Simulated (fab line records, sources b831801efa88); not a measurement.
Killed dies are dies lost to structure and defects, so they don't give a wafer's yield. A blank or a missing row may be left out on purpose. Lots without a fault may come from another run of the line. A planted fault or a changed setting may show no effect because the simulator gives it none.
fab line records | flow sky130
record lots=5 wafers=15 last_day=50
route steps=708 shown METAL4@600 CAP2M@603
lots that met no fault: from a run of the same line without faults
start_h: hours from the record's first day to the start of the lot's first wafer shown | wait_h: hours since the lot's step before | " the same as in the row above | L1.1+2: a row that stands for several wafers | - no value, or no start given | * or withheld: withheld | < > ~ a bound
route shown NAME@n: a module of which the file shows steps, and the number in the route of the first | usual: mean/standard deviation of fault-free wafers | same: alike in all rows | chamber/n: place in a boat | sites: the reading at each site | _std_site: their standard deviation | _edge_site: outer sites' mean less inner sites' | radius_mm: how far each site lies from the wafer's centre | mask NAME#n: copy n | behind: the tool/chamber that last shaped the wafer | hold: why the lot was held/for how many hours/how that ended | device: the transistor (n, p or np) that didn't switch | end of line: the same wafers' tests at the end of the route | a step without rows: its recipe alone | killed: dies lost to structure and defects at the first sort, not the wafer's yield | map: a wafer's dies, x killed, . not, _ none there
set.NAME: the setting as run; set.NAME@STEP: as run at that earlier step | model.NAME: the simulator's own value behind a step, which no gauge read
lots at some steps of the route; a table a step, a row a wafer
services: from which hour (start_h, from the record's first day; less than 0 if before it) a tool's chamber was out of use, for how many hours, and why
## steps
# step SKY_METAL4_SPUTTER_02
# recipe material=AlCu target_thk_nm=735 power_w=10600 time_s=39.1 chamber_pressure_pa=0.4
# usual throttle_valve_pct=30.4/0.92
# columns lot.wafer tool chamber start_h wait_h throttle_valve_pct
L076.1 pvd_sputter-03 - 965.38 0.0 30.1
L076.4 " - " " 30.7
L076.6 " - " " 30.1
L082.2 pvd_sputter-03 - 995.16 0.0 29.7
L082.4 " - " " 30.7
L082.5 " - " " 30.3
L087.3 pvd_sputter-03 - 1024.06 0.0 32.4
L087.5 " - " " 29.8
L087.6 " - " " 32.1
L092.3 pvd_sputter-04 - 1056.41 0.0 29.7
L092.5 " - " " 29.5
L092.6 " - " " 29.9
L095.1 pvd_sputter-02 - 1079.78 0.0 30.0
L095.5 " - " " 30.0
L095.6 " - " " 31.8
# step SKY_METAL4_SPUTTER_03
# recipe material=Ti target_thk_nm=5 power_w=3000 time_s=3.3 chamber_pressure_pa=0.4
# usual throttle_valve_pct=30.4/0.93
# columns lot.wafer tool chamber start_h wait_h throttle_valve_pct
L076.1 pvd_sputter-03 - 965.42 0.0 30.0
L076.4 " - " " 30.8
L076.6 " - " " 30.0
L082.2 pvd_sputter-03 - 995.20 0.0 30.0
L082.4 " - " " 30.4
L082.5 " - " " 30.7
L087.3 pvd_sputter-03 - 1024.10 0.0 32.3
L087.5 " - " " 29.9
L087.6 " - " " 32.2
L092.3 pvd_sputter-04 - 1056.45 0.0 29.7
L092.5 " - " " 29.4
L092.6 " - " " 29.9
L095.1 pvd_sputter-02 - 1079.82 0.0 29.8
L095.5 " - " " 30.0
L095.6 " - " " 31.7
# step SKY_METAL4_SPUTTER_04
# recipe material=TiN target_thk_nm=70 power_w=6500 time_s=58.3 chamber_pressure_pa=0.4
# usual throttle_valve_pct=30.4/0.94
# columns lot.wafer tool chamber start_h wait_h throttle_valve_pct
L076.1 pvd_sputter-03 - 965.43 0.0 29.7
L076.4 " - " " 30.7
L076.6 " - " " 30.1
L082.2 pvd_sputter-03 - 995.22 0.0 29.9
L082.4 " - " " 30.7
L082.5 " - " " 30.6
L087.3 pvd_sputter-03 - 1024.12 0.0 32.5
L087.5 " - " " 30.1
L087.6 " - " " 32.4
L092.3 pvd_sputter-04 - 1056.46 0.0 29.3
L092.5 " - " " 29.4
L092.6 " - " " 30.1
L095.1 pvd_sputter-02 - 1079.84 0.0 29.7
L095.5 " - " " 29.9
L095.6 " - " " 31.5
# step SKY_CAP2M_CVD_00
# recipe material=SiO2 target_thk_nm=15.5 temp_c=400 time_s=withheld rf_w=450
# usual heater_power_w=679/96
# columns lot.wafer tool chamber start_h wait_h heater_power_w
L076.1 pecvd-03 1 965.48 0.0 694
L076.4 " 0 " " 582
L076.6 " 2 " " 878
L082.2 pecvd-02 1 995.27 0.0 694
L082.4 " 0 " " 688
L082.5 " 2 " " 863
L087.3 pecvd-03 2 1024.17 0.0 771
L087.5 " 1 " " 700
L087.6 " 0 " " 644
L092.3 pecvd-03 0 1056.52 0.0 603
L092.5 " 2 " " 778
L092.6 " 0 " " 596
L095.1 pecvd-02 2 1079.89 0.0 868
L095.5 " 1 " " 614
L095.6 " 0 " " 670
# step SKY_CAP2M_THK_MEAS_01
# recipe reads=SiO2_of_CAP2M_CVD_00
# usual CAP2M_CVD_00_THK=15.56/0.25
# columns lot.wafer tool chamber start_h wait_h CAP2M_CVD_00_THK[nm]
L076.1 film_metro-02 - 965.50 - 15.40
L076.4 " - " " 16.01
L076.6 " - " " 15.67
L082.2 film_metro-03 - 995.30 - 15.28
L082.4 " - " " 15.38
L082.5 " - " " 15.61
L087.3 film_metro-02 - 1024.21 - 15.38
L087.5 " - " " 15.50
L087.6 " - " " 15.78
L092.3 film_metro-02 - 1056.57 - 16.02
L092.5 " - " " 16.04
L092.6 " - " " 15.93
L095.1 film_metro-03 - 1079.91 - 15.18
L095.5 " - " " 15.45
L095.6 " - " " 15.57
# step SKY_CAP2M_SPUTTER_02
# recipe material=TiN target_thk_nm=200 temp_c=300 power_w=6500 time_s=166.7 chamber_pressure_pa=0.4
# usual throttle_valve_pct=30.0/0.9
# columns lot.wafer tool chamber start_h wait_h throttle_valve_pct
L076.1 pvd_sputter-02 - 965.56 0.1 31.8
L076.4 " - " " 30.2
L076.6 " - " " 28.5
L082.2 pvd_sputter-04 - 995.35 0.0 30.7
L082.4 " - " " 29.7
L082.5 " - " " 30.0
L087.3 pvd_sputter-01 - 1024.25 0.0 29.5
L087.5 " - " " 30.5
L087.6 " - " " 29.3
L092.3 pvd_sputter-02 - 1056.61 0.0 30.3
L092.5 " - " " 31.6
L092.6 " - " " 30.0
L095.1 pvd_sputter-04 - 1079.97 0.1 30.0
L095.5 " - " " 30.6
L095.6 " - " " 29.4
# step SKY_CAP2M_RS_MEAS_03
# recipe thk_meas_gauge=four-point-probe reads=TiN_of_CAP2M_SPUTTER_02
# usual CAP2M_TIN_RS=6.92/0.075
# columns lot.wafer tool chamber start_h wait_h CAP2M_TIN_RS[ohm/sq]
L076.1 film_metro-01 - 965.67 0.1 6.86
L076.4 " - " " 6.90
L076.6 " - " " 6.88
L082.2 film_metro-02 - 995.48 0.1 6.93
L082.4 " - " " 6.96
L082.5 " - " " 6.92
L087.3 film_metro-01 - 1024.40 0.1 6.91
L087.5 " - " " 6.76
L087.6 " - " " 6.85
L092.3 film_metro-03 - 1056.75 0.1 7.05
L092.5 " - " " 7.08
L092.6 " - " " 7.00
L095.1 film_metro-03 - 1080.08 0.1 6.83
L095.5 " - " " 6.83
L095.6 " - " " 6.74
# step SKY_CAP2M_THK_MEAS_04
# recipe thk_meas_gauge=xrf reads=TiN_of_CAP2M_SPUTTER_02
# usual CAP2M_TIN_THK=201.5/2.4
# columns lot.wafer tool chamber start_h wait_h CAP2M_TIN_THK[nm]
L076.1 film_metro-01 - 965.79 0.1 202.0
L076.4 " - " " 201.8
L076.6 " - " " 201.9
L082.2 film_metro-02 - 995.59 0.1 201.6
L082.4 " - " " 200.7
L082.5 " - " " 202.4
L087.3 film_metro-01 - 1024.50 0.1 200.9
L087.5 " - " " 205.3
L087.6 " - " " 202.7
L092.3 film_metro-03 - 1056.85 0.1 200.1
L092.5 " - " " 198.0
L092.6 " - " " 201.3
L095.1 film_metro-03 - 1080.20 0.1 205.9
L095.5 " - " " 205.9
L095.6 " - " " 208.5
# step SKY_CAP2M_DEHYDRATE_05
# recipe temp_c=200 time_s=60
# usual resist_line_temp_C=23.00/0.089
# columns lot.wafer tool chamber start_h wait_h resist_line_temp_C
L076.1 litho_track-03 0 976.40 10.6 23.02
L076.4 " 0 " " 23.06
L076.6 " 0 " " 23.15
L082.2 litho_track-02 0 1007.09 11.5 22.92
L082.4 " 0 " " 22.83
L082.5 " 0 " " 22.89
L087.3 litho_track-02 0 1036.47 12.0 22.90
L087.5 " 0 " " 22.97
L087.6 " 0 " " 23.04
L092.3 litho_track-02 0 1066.47 9.6 23.09
L092.5 " 0 " " 23.13
L092.6 " 0 " " 23.19
L095.1 litho_track-03 0 1089.20 9.0 22.97
L095.5 " 0 " " 22.88
L095.6 " 0 " " 23.01
# step SKY_CAP2M_HMDS_06
# recipe prime_time_s=60 prime_temp_c=120
# usual prime_temp_c=120.02/0.14 resist_line_temp_C=23.02/0.11
# columns lot.wafer tool chamber start_h wait_h prime_temp_c resist_line_temp_C
L076.1 litho_track-03 0 976.55 0.1 119.83 22.99
L076.4 " 0 " " 120.05 23.10
L076.6 " 0 " " 119.99 23.08
L082.2 litho_track-02 0 1007.24 0.1 119.92 23.10
L082.4 " 0 " " 119.89 23.05
L082.5 " 0 " " 120.04 22.93
L087.3 litho_track-02 0 1036.62 0.1 120.42 22.99
L087.5 " 0 " " 120.23 22.90
L087.6 " 0 " " 120.18 22.88
L092.3 litho_track-02 0 1066.62 0.1 119.90 23.22
L092.5 " 0 " " 120.12 23.16
L092.6 " 0 " " 120.03 23.18
L095.1 litho_track-03 0 1089.35 0.1 120.11 22.93
L095.5 " 0 " " 120.12 22.96
L095.6 " 0 " " 120.18 23.05
# step SKY_CAP2M_COAT_07
# recipe resist=NOVOLAK spin_rpm=3000 resist_thk_nm=1140
# usual resist_line_temp_C=22.98/0.091
# columns lot.wafer tool chamber start_h wait_h resist_line_temp_C
L076.1 litho_track-03 0 976.70 0.1 23.06
L076.4 " 0 " " 23.03
L076.6 " 0 " " 22.93
L082.2 litho_track-02 0 1007.39 0.1 23.12
L082.4 " 0 " " 23.08
L082.5 " 0 " " 22.92
L087.3 litho_track-02 0 1036.77 0.1 23.03
L087.5 " 0 " " 22.93
L087.6 " 0 " " 23.11
L092.3 litho_track-02 0 1066.77 0.1 22.81
L092.5 " 0 " " 23.02
L092.6 " 0 " " 23.02
L095.1 litho_track-03 0 1089.50 0.1 23.08
L095.5 " 0 " " 23.04
L095.6 " 0 " " 23.03
# step SKY_CAP2M_SOFTBAKE_08
# recipe temp_c=90 time_s=60 resist=NOVOLAK
# usual resist_line_temp_C=23.01/0.11
# columns lot.wafer tool chamber start_h wait_h resist_line_temp_C
L076.1 litho_track-03 0 976.85 0.1 22.89
L076.4 " 0 " " 22.83
L076.6 " 0 " " 22.90
L082.2 litho_track-02 0 1007.54 0.1 22.86
L082.4 " 0 " " 22.92
L082.5 " 0 " " 22.91
L087.3 litho_track-02 0 1036.92 0.1 22.89
L087.5 " 0 " " 23.07
L087.6 " 0 " " 23.15
L092.3 litho_track-02 0 1066.92 0.1 23.16
L092.5 " 0 " " 23.01
L092.6 " 0 " " 22.97
L095.1 litho_track-03 0 1089.65 0.1 22.88
L095.5 " 0 " " 23.04
L095.6 " 0 " " 22.93
# step SKY_CAP2M_EXPOSE_09
# recipe mask_id=CAP2M na=0.6 source_shape=conventional sigma_outer=0.6 polarization=unpolarized target_cd_nm=1000 dose_mj=159
# columns lot.wafer tool chamber start_h wait_h mask
L076.1+4+6 iline_stepper-02 0 - - CAP2M#0
L082.2+4+5 iline_stepper-02 0 - - CAP2M#0
L087.3+5+6 iline_stepper-02 0 - - CAP2M#0
L092.3+5+6 iline_stepper-01 0 - - CAP2M#0
L095.1+5+6 iline_stepper-02 0 - - CAP2M#0
# step SKY_CAP2M_PEB_10
# recipe temp_c=withheld time_s=* resist=NOVOLAK
# usual resist_line_temp_C=*
# columns lot.wafer tool chamber start_h wait_h resist_line_temp_C
L076.1 litho_track-03 0 - - *
L076.4 " 0 " " *
L076.6 " 0 " " *
L082.2 litho_track-04 0 - - *
L082.4 " 0 " " *
L082.5 " 0 " " *
L087.3 litho_track-02 0 - - *
L087.5 " 0 " " *
L087.6 " 0 " " *
L092.3 litho_track-04 0 - - *
L092.5 " 0 " " *
L092.6 " 0 " " *
L095.1 litho_track-04 0 - - *
L095.5 " 0 " " *
L095.6 " 0 " " *
# step SKY_CAP2M_DEVELOP_11
# recipe resist=NOVOLAK developer=TMAH develop_time_s=60 dev_temp_c=23
# usual resist_line_temp_C=23.01/0.094
# same develop_time_s=60
# columns lot.wafer tool chamber start_h wait_h resist_line_temp_C
L076.1 litho_track-03 0 989.05 0.1 23.08
L076.4 " 0 " " 22.95
L076.6 " 0 " " 22.95
L082.2 litho_track-04 0 1018.66 0.1 22.99
L082.4 " 0 " " 23.03
L082.5 " 0 " " 22.97
L087.3 litho_track-02 0 1047.32 0.1 23.09
L087.5 " 0 " " 23.03
L087.6 " 0 " " 23.04
L092.3 litho_track-04 0 1076.84 0.1 23.00
L092.5 " 0 " " 23.01
L092.6 " 0 " " 23.08
L095.1 litho_track-04 0 1098.94 0.1 23.08
L095.5 " 0 " " 23.00
L095.6 " 0 " " 23.00
# step SKY_CAP2M_OVL_MEAS_12
# usual CAP2M_OVL=-1.3/1.3
# columns lot.wafer tool chamber start_h wait_h CAP2M_OVL[nm]
L076.1 overlay-01 - 989.20 0.1 -1.9
L076.4 " - " " -3.2
L076.6 " - " " -3.4
L082.2 overlay-02 - 1018.79 0.1 -1.0
L082.4 " - " " 0.0
L082.5 " - " " 1.7
L087.3 overlay-02 - 1047.43 0.1 -1.8
L087.5 " - " " 0.0
L087.6 " - " " -2.5
L092.3 overlay-01 - 1076.95 0.1 -2.2
L092.5 " - " " -1.6
L092.6 " - " " -1.5
L095.1 overlay-01 - 1099.09 0.1 -1.2
L095.5 " - " " -1.8
L095.6 " - " " -3.4
# step SKY_CAP2M_METAL_ETCH_13
# recipe target_depth_nm=220 stop_on=SiO2 chemistry=Cl2/BCl3 target=TiN pressure_mtorr=10 icp_w=900 bias_w=48.5 Cl2_flow_sccm=60 bcl3_flow_sccm=30 time_s=62.9
# usual bias_w=48.48/0.14 drypump_motor_current_A=5.79/0.29 oes_product_au=0.942/0.0073 throttle_valve_pct=21.902/0.0091
# columns lot.wafer tool chamber start_h wait_h bias_w drypump_motor_current_A oes_product_au rf_hours_counter_h throttle_valve_pct
L076.1 rie_metal-01 1 989.24 0.0 48.30 6.02 0.947 16 21.888
L076.4 " 0 " " 48.76 5.47 0.939 - 21.916
L076.6 " 1 " " 48.54 6.02 0.949 - 21.905
L082.2 rie_metal-01 1 1018.82 0.0 48.56 6.05 0.938 18 21.900
L082.4 " 1 " " 48.57 6.03 0.943 - 21.904
L082.5 " 1 " " 48.46 6.04 0.952 - 21.906
L087.3 rie_metal-04 1 1047.48 0.0 48.31 5.72 0.937 - 21.900
L087.5 " 1 " " 48.23 5.71 0.949 - 21.899
L087.6 " 0 " " 48.55 5.68 0.948 - 21.892
L092.3 rie_metal-01 1 1077.00 0.0 48.41 6.03 0.932 - 21.900
L092.5 " 0 " " 48.50 5.46 0.932 - 21.898
L092.6 " 1 " " 48.43 6.03 0.946 - 21.897
L095.1 rie_metal-02 1 1099.12 0.0 48.66 5.56 0.957 10 21.896
L095.5 " 1 " " 48.67 5.56 0.947 - 21.884
L095.6 " 0 " " 48.48 6.30 0.963 - 21.889
# step SKY_CAP2M_STRIP_14
# recipe chemistry=O2/N2 power_w=1400 pressure_mtorr=1500 platen_temp_c=withheld o2_flow_sccm=3000 n2_flow_sccm=300 overash_fraction=0.5
# usual drypump_motor_current_A=5.8/0.36 n2_flow_sccm=300.0/0.83 oes_product_au=0.710/0.0049 strip_time_to_endpoint_s=12.69/0.046
# columns lot.wafer tool chamber start_h wait_h drypump_motor_current_A n2_flow_sccm oes_product_au rf_hours_counter_h strip_time_to_endpoint_s
L076.1 plasma_asher-03 1 989.32 0.1 5.6 301.0 0.709 55 12.68
L076.4 " 1 " " 5.6 300.6 0.713 - 12.65
L076.6 " 0 " " 5.6 299.7 0.720 - 12.73
L082.2 plasma_asher-03 0 1018.90 0.1 5.5 300.6 0.705 58 12.78
L082.4 " 0 " " 5.6 301.7 0.704 - 12.78
L082.5 " 0 " " 5.6 301.7 0.709 - 12.75
L087.3 plasma_asher-04 1 1047.56 0.1 6.3 299.5 0.712 - 12.70
L087.5 " 0 " " 5.9 299.5 0.714 - 12.68
L087.6 " 1 " " 6.3 300.1 0.712 - 12.60
L092.3 plasma_asher-04 1 1077.08 0.1 6.3 299.6 0.703 - 12.75
L092.5 " 0 " " 6.0 300.7 0.703 - 12.64
L092.6 " 1 " " 6.3 301.7 0.714 - 12.77
L095.1 plasma_asher-02 1 1099.20 0.1 5.1 300.5 0.710 4 12.66
L095.5 " 0 " " 5.7 300.7 0.712 - 12.66
L095.6 " 1 " " 5.1 299.7 0.708 - 12.67
# step SKY_CAP2M_STRIP_15
# recipe chemistry=post_etch_residue_remover time_s=1200 temp_c=72.5
# columns lot.wafer tool chamber start_h wait_h
L076.1+4+6 wet_bench-03 0 989.42 0.1
L082.2+4+5 wet_bench-04 3 1019.00 0.1
L087.3+5+6 wet_bench-03 1 1047.63 0.0
L092.3+5+6 wet_bench-02 1 1077.15 0.0
L095.1+5+6 wet_bench-02 3 1099.30 0.1
# step SKY_CAP2M_CLEAN_16
# recipe chemistry=IPA time_s=180 temp_c=25
# columns lot.wafer tool chamber start_h wait_h
L076.1+4+6 wet_bench-02 3 989.76 0.0
L082.2+4+5 wet_bench-02 1 1019.34 0.0
L087.3+5+6 wet_bench-04 2 1047.97 0.0
L092.3+5+6 wet_bench-03 3 1077.52 0.0
L095.1+5+6 wet_bench-03 2 1099.71 0.0
# step SKY_CAP2M_CLEAN_17
# recipe chemistry=O3/DIW dry=n2_spin
# columns lot.wafer tool chamber start_h wait_h
L076.1+4+6 wet_bench-04 0 989.82 0.0
L082.2+4+5 wet_bench-02 0 1019.40 0.0
L087.3+5+6 wet_bench-02 1 1048.03 0.0
L092.3+5+6 wet_bench-04 3 1077.58 0.0
L095.1+5+6 wet_bench-04 3 1099.76 0.0
# step SKY_METAL4_DEHYDRATE_05
# recipe temp_c=200 time_s=60
# usual resist_line_temp_C=23.01/0.1
# columns lot.wafer tool chamber start_h wait_h resist_line_temp_C
L076.1 litho_track-04 0 1000.63 10.7 23.15
L076.4 " 0 " " 23.12
L076.6 " 0 " " 23.31
L082.2 litho_track-04 0 1031.06 11.6 23.19
L082.4 " 0 " " 23.11
L082.5 " 0 " " 23.07
L087.3 litho_track-01 0 1059.09 11.0 23.10
L087.5 " 0 " " 23.14
L087.6 " 0 " " 22.98
L092.3 litho_track-04 0 1087.69 10.0 22.92
L092.5 " 0 " " 23.02
L092.6 " 0 " " 22.99
L095.1 litho_track-04 0 1110.19 10.3 23.00
L095.5 " 0 " " 23.00
L095.6 " 0 " " 23.01
# step SKY_METAL4_HMDS_06
# recipe prime_time_s=60 prime_temp_c=121.2
# usual prime_temp_c=121.18/0.14 resist_line_temp_C=22.96/0.12
# columns lot.wafer tool chamber start_h wait_h prime_temp_c resist_line_temp_C
L076.1 litho_track-04 0 1000.78 0.1 120.91 22.92
L076.4 " 0 " " 121.14 22.95
L076.6 " 0 " " 121.06 23.04
L082.2 litho_track-04 0 1031.21 0.1 121.31 22.93
L082.4 " 0 " " 121.14 22.89
L082.5 " 0 " " 121.20 23.04
L087.3 litho_track-01 0 1059.24 0.1 121.24 22.80
L087.5 " 0 " " 121.25 22.79
L087.6 " 0 " " 121.30 22.70
L092.3 litho_track-04 0 1087.84 0.1 120.96 22.88
L092.5 " 0 " " 121.22 22.95
L092.6 " 0 " " 121.02 22.82
L095.1 litho_track-04 0 1110.34 0.1 121.17 22.96
L095.5 " 0 " " 121.26 22.98
L095.6 " 0 " " 121.44 23.03
# step SKY_METAL4_COAT_07
# recipe resist=BARC temp_c=withheld time_s=withheld spin_rpm=3000 resist_thk_nm=60
# usual resist_line_temp_C=*
# columns lot.wafer tool chamber start_h wait_h resist_line_temp_C
L076.1 litho_track-04 0 1000.93 0.1 *
L076.4 " 0 " " *
L076.6 " 0 " " *
L082.2 litho_track-04 0 1031.36 0.1 *
L082.4 " 0 " " *
L082.5 " 0 " " *
L087.3 litho_track-01 0 1059.39 0.1 *
L087.5 " 0 " " *
L087.6 " 0 " " *
L092.3 litho_track-04 0 1087.99 0.1 *
L092.5 " 0 " " *
L092.6 " 0 " " *
L095.1 litho_track-04 0 1110.49 0.1 *
L095.5 " 0 " " *
L095.6 " 0 " " *
# step SKY_METAL4_COAT_08
# recipe resist=KrF-thick spin_rpm=3000 resist_thk_nm=1140
# usual resist_line_temp_C=22.99/0.11
# columns lot.wafer tool chamber start_h wait_h resist_line_temp_C
L076.1 litho_track-04 0 - - 22.95
L076.4 " 0 " " 23.07
L076.6 " 0 " " 22.93
L082.2 litho_track-04 0 - - 23.13
L082.4 " 0 " " 23.15
L082.5 " 0 " " 22.95
L087.3 litho_track-01 0 - - 22.95
L087.5 " 0 " " 22.87
L087.6 " 0 " " 22.99
L092.3 litho_track-04 0 - - 23.05
L092.5 " 0 " " 23.12
L092.6 " 0 " " 23.04
L095.1 litho_track-04 0 - - 22.97
L095.5 " 0 " " 22.88
L095.6 " 0 " " 22.77
# step SKY_METAL4_SOFTBAKE_09
# recipe temp_c=100 time_s=90 resist=KrF-thick
# usual resist_line_temp_C=22.98/0.11
# columns lot.wafer tool chamber start_h wait_h resist_line_temp_C
L076.1 litho_track-04 0 - - 22.90
L076.4 " 0 " " 22.95
L076.6 " 0 " " 23.11
L082.2 litho_track-04 0 - - 22.96
L082.4 " 0 " " 22.84
L082.5 " 0 " " 22.71
L087.3 litho_track-01 0 - - 22.85
L087.5 " 0 " " 23.02
L087.6 " 0 " " 23.01
L092.3 litho_track-04 0 - - 23.03
L092.5 " 0 " " 23.05
L092.6 " 0 " " 23.10
L095.1 litho_track-04 0 - - 22.87
L095.5 " 0 " " 22.99
L095.6 " 0 " " 22.86
# step SKY_METAL4_EXPOSE_10
# recipe mask_id=MM4 na=0.68 source_shape=annular sigma_inner=0.4 sigma_outer=0.8 target_cd_nm=300 dose_mj=28
# same sigma_inner=0.4
# columns lot.wafer tool chamber start_h wait_h mask
L076.1+4+6 krf_scanner-02 0 - - MM4#0
L082.2+4+5 krf_scanner-01 0 - - MM4#0
L087.3+5+6 krf_scanner-02 0 - - MM4#0
L092.3+5+6 krf_scanner-01 0 - - MM4#0
L095.1+5+6 krf_scanner-01 0 - - MM4#0
# step SKY_METAL4_PEB_11
# recipe peb_temp_c=withheld peb_time_s=withheld resist=KrF-thick
# usual resist_line_temp_C=*
# columns lot.wafer tool chamber start_h wait_h resist_line_temp_C
L076.1 litho_track-04 0 - - *
L076.4 " 0 " " *
L076.6 " 0 " " *
L082.2 litho_track-02 0 - - *
L082.4 " 0 " " *
L082.5 " 0 " " *
L087.3 litho_track-01 0 - - *
L087.5 " 0 " " *
L087.6 " 0 " " *
L092.3 litho_track-04 0 - - *
L092.5 " 0 " " *
L092.6 " 0 " " *
L095.1 litho_track-02 0 - - *
L095.5 " 0 " " *
L095.6 " 0 " " *
# step SKY_METAL4_DEVELOP_12
# recipe develop_time_s=60 resist=KrF-thick dev_temp_c=21
# usual resist_line_temp_C=23.00/0.11
# same develop_time_s=60
# columns lot.wafer tool chamber start_h wait_h resist_line_temp_C
L076.1 litho_track-04 0 - - 23.15
L076.4 " 0 " " 23.10
L076.6 " 0 " " 23.10
L082.2 litho_track-02 0 - - 23.11
L082.4 " 0 " " 22.74
L082.5 " 0 " " 22.95
L087.3 litho_track-01 0 - - 23.01
L087.5 " 0 " " 23.03
L087.6 " 0 " " 23.15
L092.3 litho_track-04 0 - - 22.85
L092.5 " 0 " " 22.99
L092.6 " 0 " " 22.98
L095.1 litho_track-02 0 - - 22.92
L095.5 " 0 " " 23.10
L095.6 " 0 " " 23.03
# step SKY_METAL4_CD_MEAS_13
# recipe target_cd_nm=300
# usual cd_nm=299.8/1.5
# columns lot.wafer tool chamber start_h wait_h cd_nm
L076.1 cd_sem-01 - 1013.49 - 297.5
L076.4 " - " " 297.7
L076.6 " - " " 298.2
L082.2 cd_sem-02 - 1042.99 - 298.9
L082.4 " - " " 299.9
L082.5 " - " " 300.0
L087.3 cd_sem-01 - 1069.54 - 298.0
L087.5 " - " " 299.2
L087.6 " - " " 298.7
L092.3 cd_sem-01 - 1098.23 - 301.6
L092.5 " - " " 302.1
L092.6 " - " " 301.2
L095.1 cd_sem-02 - 1120.77 - 301.1
L095.5 " - " " 302.4
L095.6 " - " " 300.7
# step SKY_METAL4_OVL_MEAS_14
# usual METAL4_OVL=1/6.7
# columns lot.wafer tool chamber start_h wait_h METAL4_OVL[nm]
L076.1 overlay-02 - 1013.61 0.1 -6
L076.4 " - " " -2
L076.6 " - " " 10
L082.2 overlay-01 - 1043.09 0.1 6
L082.4 " - " " 1
L082.5 " - " " -10
L087.3 overlay-02 - 1069.63 0.1 -7
L087.5 " - " " -7
L087.6 " - " " 2
L092.3 overlay-02 - 1098.32 0.1 -3
L092.5 " - " " -2
L092.6 " - " " 8
L095.1 overlay-02 - 1120.89 0.1 -5
L095.5 " - " " -1
L095.6 " - " " 4
# step SKY_METAL4_DESCUM_15
# recipe chemistry=O2 source_power_w=150 bias_power_w=0 pressure_mtorr=10 temp_c=40 time_s=8
# usual drypump_motor_current_A=5.71/0.29 oes_product_au=0.995/0.012
# columns lot.wafer tool chamber start_h wait_h drypump_motor_current_A oes_product_au rf_hours_counter_h
L076.1 rie_metal-02 1 1013.64 0.0 5.56 1.009 5
L076.4 " 1 " " 5.56 1.000 -
L076.6 " 0 " " 6.30 1.007 -
L082.2 rie_metal-03 0 1043.12 0.0 5.70 0.993 13
L082.4 " 1 " " 5.49 0.989 -
L082.5 " 0 " " 5.69 0.986 -
L087.3 rie_metal-03 0 1069.66 0.0 5.70 0.987 -
L087.5 " 1 " " 5.47 0.982 -
L087.6 " 0 " " 5.69 0.986 -
L092.3 rie_metal-02 1 1098.35 0.0 5.56 0.999 -
L092.5 " 0 " " 6.29 0.992 -
L092.6 " 1 " " 5.58 0.999 -
L095.1 rie_metal-03 1 1120.92 0.0 5.47 0.999 19
L095.5 " 1 " " 5.47 1.005 -
L095.6 " 1 " " 5.48 1.003 -
# step SKY_METAL4_ETCH_16
# recipe chemistry=N2/H2 target=BARC ion_energy_ev=200 bias_w=100 pressure_mtorr=30 n2_flow_sccm=100 h2_flow_sccm=200 icp_w=500 stop_on=SiO2 time_s=88.2 target_depth_a=600
# usual bias_w=100.0/0.3 drypump_motor_current_A=5.72/0.3 n2_flow_sccm=100.01/0.29 oes_product_au=0.627/0.0043 throttle_valve_pct=13.205/0.0084
# columns lot.wafer tool chamber start_h wait_h bias_w drypump_motor_current_A n2_flow_sccm oes_product_au rf_hours_counter_h throttle_valve_pct
L076.1 rie_metal-02 1 1013.67 0.0 100.2 5.58 99.98 0.632 5 13.191
L076.4 " 1 " " 100.2 5.58 99.59 0.633 - 13.198
L076.6 " 0 " " 100.0 6.30 100.29 0.630 - 13.195
L082.2 rie_metal-03 0 1043.15 0.0 100.3 5.69 99.27 0.630 13 13.198
L082.4 " 1 " " 100.2 5.47 99.85 0.623 - 13.210
L082.5 " 0 " " 100.2 5.69 99.49 0.630 - 13.197
L087.3 rie_metal-03 0 1069.72 0.0 100.7 5.69 99.49 0.626 - 13.209
L087.5 " 1 " " 100.1 5.49 99.74 0.627 - 13.205
L087.6 " 0 " " 100.5 5.71 99.92 0.625 - 13.193
L092.3 rie_metal-02 1 1098.41 0.0 100.0 5.57 100.03 0.624 - 13.196
L092.5 " 0 " " 99.7 6.32 100.38 0.628 - 13.202
L092.6 " 1 " " 99.7 5.58 100.17 0.624 - 13.192
L095.1 rie_metal-03 1 1120.99 0.1 100.1 5.49 100.07 0.626 19 13.193
L095.5 " 1 " " 100.1 5.50 99.81 0.623 - 13.211
L095.6 " 1 " " 100.4 5.52 99.94 0.622 - 13.203
# step SKY_METAL4_ETCH_17
# recipe target=SiO2 stop_on=TiN chemistry=C4F8/O2/Ar source_w=1500 bias_w=1200 pressure_mtorr=40 c4f8_flow_sccm=withheld O2_flow_sccm=6 Ar_flow_sccm=300 time_s=3.9 target_depth_a=150
# usual bias_w=1200/3.4 oes_product_au=0.756/0.0075
# columns lot.wafer tool chamber start_h wait_h bias_w oes_product_au rf_hours_counter_h
L076.1 rie_diel-04 1 1013.77 0.1 1209 0.751 15
L076.4 " 2 " " 1202 0.770 0
L076.6 " 3 " " 1196 0.761 -
L082.2 rie_diel-02 0 1043.25 0.1 1200 0.742 15
L082.4 " 2 " " 1203 0.747 7
L082.5 " 1 " " 1204 0.753 -
L087.3 rie_diel-03 0 1069.78 0.0 1204 0.746 1
L087.5 " 1 " " 1200 0.751 -
L087.6 " 3 " " 1200 0.753 -
L092.3 rie_diel-04 2 1098.47 0.0 1197 0.773 4
L092.5 " 2 " " 1195 0.772 -
L092.6 " 1 " " 1203 0.764 -
L095.1 rie_diel-03 2 1121.18 0.2 1192 0.745 18
L095.5 " 3 " " 1195 0.753 -
L095.6 " 0 " " 1204 0.751 -
## services
# columns tool chamber start_h hours kind
krf_scanner-01 - 947.60 0.8 pm
krf_scanner-01 - 949.44 1.0 pm
pvd_sputter-04 - 956.47 14.5 repair
pvd_sputter-03 - 958.29 1.7 repair
plasma_asher-04 - 958.88 4.0 repair
iline_stepper-02 - 960.75 1.7 pm
rie_metal-03 - 980.08 2.8 pm
rie_metal-03 0 985.53 15.9 repair
pvd_sputter-04 - 998.50 20.5 repair
pvd_sputter-02 - 1006.70 2.7 repair
rie_metal-01 - 1013.49 0.2 repair
pecvd-03 - 1037.55 0.4 repair
rie_metal-01 1 1042.50 7.6 repair
krf_scanner-01 - 1043.43 1.2 repair
pecvd-03 - 1043.69 1.2 repair
rie_metal-01 - 1074.77 0.6 repair
krf_scanner-01 - 1084.20 2.7 repair
pvd_sputter-03 - 1085.52 1.1 repair
pvd_sputter-02 - 1087.53 5.3 repair
krf_scanner-01 - 1091.62 1.3 pm
rie_metal-03 0 1093.79 5.3 repair
krf_scanner-01 - 1116.39 0.8 pm
rie_metal-03 1 1117.79 3.1 repair
krf_scanner-01 - 1118.44 1.0 pm
## key
fault none
